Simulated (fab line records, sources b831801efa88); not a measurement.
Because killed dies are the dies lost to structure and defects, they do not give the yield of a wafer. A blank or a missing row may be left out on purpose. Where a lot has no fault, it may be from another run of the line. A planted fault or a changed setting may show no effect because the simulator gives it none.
2 desks, one fault :: flow gf180mcu :: what lay behind the numbers comes last; until then each desk has only its own

## THE TOOL OWNER'S DESK: pvd_sputter-02
The tool's own readings at GF_V4_SPUTTER_21 (material Ti, target thk 15 nm, time 80.02 s): means of the sampled wafers that have a number, for each lot that ran on this tool. Marked OUT: a lot whose mean sits more than 4 standard deviations from the usual mean, which makes it out of limits; the brackets give that distance.
Columns: A = chamber_pressure_pa at GF_V4_SPUTTER_21, usual 5.000 Pa; B = throttle_valve_pct at GF_V4_SPUTTER_21, usual 30.2 %
lot: L352
first seen here: day 24 01:36
A: 4.996
B: 30.0

lot: L363
first seen here: day 27 22:47
A: 4.312 (-73) OUT
B: 32.1

lot: L364
first seen here: day 28 12:44
A: 4.319 (-72) OUT
B: 31.9

lot: L366
first seen here: day 29 00:07
A: 4.317 (-73) OUT
B: 30.8
This desk's verdict: out of limits on L363, L364, L366, starting with L363 at day 27 22:47 (chamber_pressure_pa at GF_V4_SPUTTER_21). L352 stayed within limits.

## FROM THE METROLOGY DESK
Means of the sampled wafers that have a number, per lot and without regard to the tool the lot ran on: this is what the gauges read. Marked OUT: a lot whose mean sits more than 4 standard deviations from the usual mean, which makes it out of limits; the brackets give that distance.
Columns: A = cd_nm at GF_V4_CD_MEAS_14, usual 259.9 nm; B = V4_OVL at GF_V4_OVL_MEAS_15, usual -3 nm
lot: L352
first seen here: day 24 00:46
A: 260.6
B: 3

lot: L353
first seen here: day 25 06:36
A: 260.4
B: -8

lot: L363
first seen here: day 27 21:59
A: 260.2
B: -6

lot: L364
first seen here: day 28 11:58
A: 258.6
B: -3

lot: L365
first seen here: day 28 12:38
A: 257.1
B: -2

lot: L366
first seen here: day 28 23:22
A: 260.4
B: 6

lot: L373
first seen here: day 30 19:13
A: 260.1
B: -6
This desk found nothing out of limits on any of the 7 lots.

## TAKEN TOGETHER
The tool owner's desk could have raised an alarm at day 27 22:47, on L363, L364, L366.
At the metrology desk, nothing out of limits was observed.
The metrology desk holds a record of L363, L364, L366, inside its limits.
On pvd_sputter-02, each named lot ran GF_V4_SPUTTER_21.

## WHAT WAS PUT IN BY THE SIMULATOR
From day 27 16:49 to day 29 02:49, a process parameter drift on pvd_sputter-02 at GF_V4_SPUTTER_21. From 5, the setting chamber_pressure_pa moved by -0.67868. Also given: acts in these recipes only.
Struck lots among those shown: L363, L364, L366.
Delay in hours, fault start to first out-of-limits reading, by desk: the tool owner's desk at 6.
